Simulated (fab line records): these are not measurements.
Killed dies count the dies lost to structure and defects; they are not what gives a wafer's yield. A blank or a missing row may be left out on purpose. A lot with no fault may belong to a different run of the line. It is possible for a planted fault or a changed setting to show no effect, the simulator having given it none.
What tool caused it?    flow sky130    12 lots, 36 wafers sampled, at 7 steps of a route of 708

## WHAT THE GAUGES SHOWED, per wafer
SKY_LI_CONTACT_THK_MEAS_01.
lot   measured      on             LI_CONTACT_HDPCVD_THK (nm)
L620  day 28 01:38  film metro-03  909 924 913
L621  day 28 06:14  film metro-02  935 925 943
L622  day 28 18:57  film metro-02  927 926 918
L623  day 29 18:41  film metro-04  920 927 937
L624  day 30 04:14  film metro-04  923 927 932
L627  day 30 23:34  film metro-02  933 928 921
L626  day 31 00:11  film metro-04  930 922 920
L629  day 32 02:38  film metro-02  940 942 948
L635  day 33 14:53  film metro-02  918 913 920
L636  day 33 19:28  film metro-02  927 930 928
L637  day 33 20:40  film metro-02  916 920 906
L640  day 34 20:04  film metro-04  951 924 927

SKY_LI_CONTACT_CD_MEAS_12 targets a cd of 170 nm.
lot   measured      on         cd nm (nm)
L620  day 29 06:08  cd sem-01  170.2 171.6 170.5
L621  day 29 10:58  cd sem-01  169.2 170.7 169.2
L622  day 30 00:13  cd sem-01  171.7 170.8 170.7
L623  day 30 23:30  cd sem-01  174.6 174.0 173.4
L624  day 31 08:41  cd sem-01  168.6 168.4 170.2
L627  day 32 03:42  cd sem-02  171.7 171.7 172.4
L626  day 32 04:55  cd sem-02  170.4 170.2 169.3
L629  day 33 06:26  cd sem-01  169.0 169.4 169.9
L635  day 34 17:28  cd sem-02  170.6 170.4 170.3
L636  day 34 22:09  cd sem-01  168.6 169.4 168.0
L637  day 34 23:13  cd sem-01  169.6 169.4 170.1
L640  day 35 22:14  cd sem-01  170.7 169.5 170.5

SKY_LI_CONTACT_RS_MEAS_22: measurement is done with a four-point probe.
lot   measured      on             LI_CONTACT_W_RS (ohm/sq)
L620  day 29 06:58  film metro-03  0.285 0.286 0.288
L621  day 29 11:49  film metro-04  0.283 0.289 0.283
L622  day 30 01:03  film metro-04  0.285 0.281 0.284
L623  day 31 00:20  film metro-04  0.284 0.291 0.286
L624  day 31 09:31  film metro-02  0.281 0.281 0.284
L627  day 32 04:32  film metro-04  0.286 0.283 0.281
L626  day 32 05:45  film metro-04  0.285 0.281 0.288
L629  day 33 07:17  film metro-02  0.288 0.286 0.280
L635  day 34 18:19  film metro-02  0.237 0.242 0.242
L636  day 34 23:01  film metro-03  0.285 0.292 0.287
L637  day 35 00:04  film metro-04  0.242 0.237 0.238
L640  day 35 23:04  film metro-02  0.283 0.292 0.282

SKY_LI_CONTACT_THK_MEAS_23: measures by xrf.
lot   measured      on             LI_CONTACT_W_THK (nm)
L620  day 29 07:05  film metro-03  400 400 394
L621  day 29 11:55  film metro-04  401 396 400
L622  day 30 01:10  film metro-04  396 401 394
L623  day 31 00:28  film metro-04  399 391 395
L624  day 31 09:38  film metro-02  405 405 396
L627  day 32 04:39  film metro-04  391 394 400
L626  day 32 05:50  film metro-04  397 401 391
L629  day 33 07:25  film metro-02  397 400 410
L635  day 34 18:26  film metro-02  479 470 463
L636  day 34 23:07  film metro-03  395 386 393
L637  day 35 00:11  film metro-04  462 475 474
L640  day 35 23:11  film metro-02  401 389 400

SKY_LOCAL_INTERCONNECT_CD_MEAS_11 targets a cd of 170 nm.
lot   measured      on         cd nm (nm)
L620  day 30 11:56  cd sem-02  173.1 170.9 171.6
L621  day 30 15:54  cd sem-02  172.4 172.4 170.0
L622  day 31 04:44  cd sem-01  172.6 172.5 173.4
L623  day 32 05:30  cd sem-01  169.2 170.1 168.9
L624  day 32 14:12  cd sem-01  170.3 170.6 169.5
L627  day 33 08:13  cd sem-01  170.7 170.5 171.3
L626  day 33 09:42  cd sem-01  169.0 169.1 168.7
L629  day 34 09:38  cd sem-02  168.8 168.5 168.9
L635  day 35 21:02  cd sem-01  168.6 171.3 166.6
L636  day 36 01:07  cd sem-01  169.1 168.7 169.3
L637  day 36 02:35  cd sem-01  171.3 170.6 171.2
L640  day 37 01:23  cd sem-01  170.5 169.7 169.0

## WHAT TOOL EACH LOT RAN ON (gives the tool, then ch and the chambers of the sampled wafers, and finally the start)
lot   SKY_LI_CONTACT_CVD_21          SKY_LI_CONTACT_CMP_24
L620  cvd w-01 ch 0,1, day 29 06:51  cmp-02 ch 0,2,3, day 29 07:09
L621  cvd w-01 ch 0,1, day 29 11:40  cmp-01 ch 0,1,3, day 29 11:58
L622  cvd w-02 ch 0,1, day 30 00:55  cmp-02 ch 0,1,3, day 30 01:20
L623  cvd w-01 ch 0, day 31 00:13    cmp-02 ch 0,1, day 31 00:31
L624  cvd w-02 ch 0,1, day 31 09:24  cmp-02 ch 1,2,3, day 31 09:51
L627  cvd w-02 ch 0,1, day 32 04:24  cmp-01 ch 1,3, day 32 04:45
L626  cvd w-01 ch 0,1, day 32 05:36  cmp-02 ch 1,2,3, day 32 05:58
L629  cvd w-01 ch 0,1, day 33 07:10  cmp-01 ch 0,3, day 33 07:37
L635  cvd w-02 ch 0,1, day 34 18:11  cmp-02 ch 0,1,3, day 34 18:30
L636  cvd w-01 ch 0,1, day 34 22:52  cmp-02 ch 1,3, day 34 23:13
L637  cvd w-02 ch 0,1, day 34 23:56  cmp-01 ch 1,2,3, day 35 00:27
L640  cvd w-01 ch 0,1, day 35 22:57  cmp-02 ch 0,1,3, day 35 23:21
- SKY_LI_CONTACT_CVD_21: deposits W, target thk 400 nm, time 120.56 s.
- SKY_LI_CONTACT_CMP_24: polishes, stops on PSG, t overpolish 20 s, target thk 0 nm.

## AS READ BY THE TOOLS THEMSELVES (means over the sampled wafers that have a number; for cases with no such wafer, the mark the record gives instead)
SKY_LI_CONTACT_CVD_21.
lot   tool      heater power w (W)
L620  cvd w-01  927
L621  cvd w-01  899
L622  cvd w-02  890
L623  cvd w-01  951
L624  cvd w-02  878
L627  cvd w-02  893
L626  cvd w-01  884
L629  cvd w-01  905
L635  cvd w-02  896
L636  cvd w-01  940
L637  cvd w-02  889
L640  cvd w-01  921

SKY_LI_CONTACT_CMP_24.
lot   tool    motor current A (A)  slurry flow ml min  time to endpoint s (s)
L620  cmp-02  10.7                 150.4               92
L621  cmp-01  10.4                 150.1               100
L622  cmp-02  10.7                 150.5               93
L623  cmp-02  11.0                 149.6               97
L624  cmp-02  10.5                 149.9               94
L627  cmp-01  9.7                  150.5               101
L626  cmp-02  10.6                 150.1               95
L629  cmp-01  9.7                  149.8               95
L635  cmp-02  10.3                 149.7               112
L636  cmp-02  10.5                 150.1               95
L637  cmp-01  9.7                  150.2               125
L640  cmp-02  10.2                 150.0               93

## THE ANSWER, worked out from the rows above alone
Rule: the lots themselves supply what counts as usual. The widest of any qualifying gaps counts: lots, ordered by their means at a reading, are off when they make up no more than a third of the lots, leave a main group of 4 or more, and stand apart from it by 3 or more times the standard deviation of that group's means. The tables above print the reading to a certain number of digits; a main group whose means all agree to those digits is not used. A lot without any number at a reading at which 4 lots or more have one is off too. The other lots that the step has rows for count as sound. After the gauges, taken in route order, come the tools' own readings; for these a lot's mean is taken, as printed above. The first step at which some lot is off is used, and at that step the reading that is off furthest; a lot without a number counts as furthest.
Off: at SKY_LI_CONTACT_RS_MEAS_22 (LI_CONTACT_W_RS), L635, L637. Main group: mean 0.285 ohm/sq, sd 0.0017.
A tool fits if, at a process step before that reading, it ran every lot that is off, and no sound lot after the first of them. Not tried: the gauges at SKY_LI_CONTACT_RS_MEAS_22; whatever is off there is also off at SKY_LI_CONTACT_CMP_24, on other tools, and gauge error can't account for it. One candidate fits, namely cvd w-02 at SKY_LI_CONTACT_CVD_21. A fault onset in the window from L627 (day 32 04:24, its last sound lot) to L635 (day 34 18:11, its first lot off) fits.

## WHAT HAD BEEN PUT IN BY THE SIMULATOR
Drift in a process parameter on cvd w-02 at SKY_LI_CONTACT_CVD_21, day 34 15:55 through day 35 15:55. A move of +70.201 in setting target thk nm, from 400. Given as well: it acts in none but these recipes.
Struck lots among those shown: L635, L637. Same finding as the rule above.
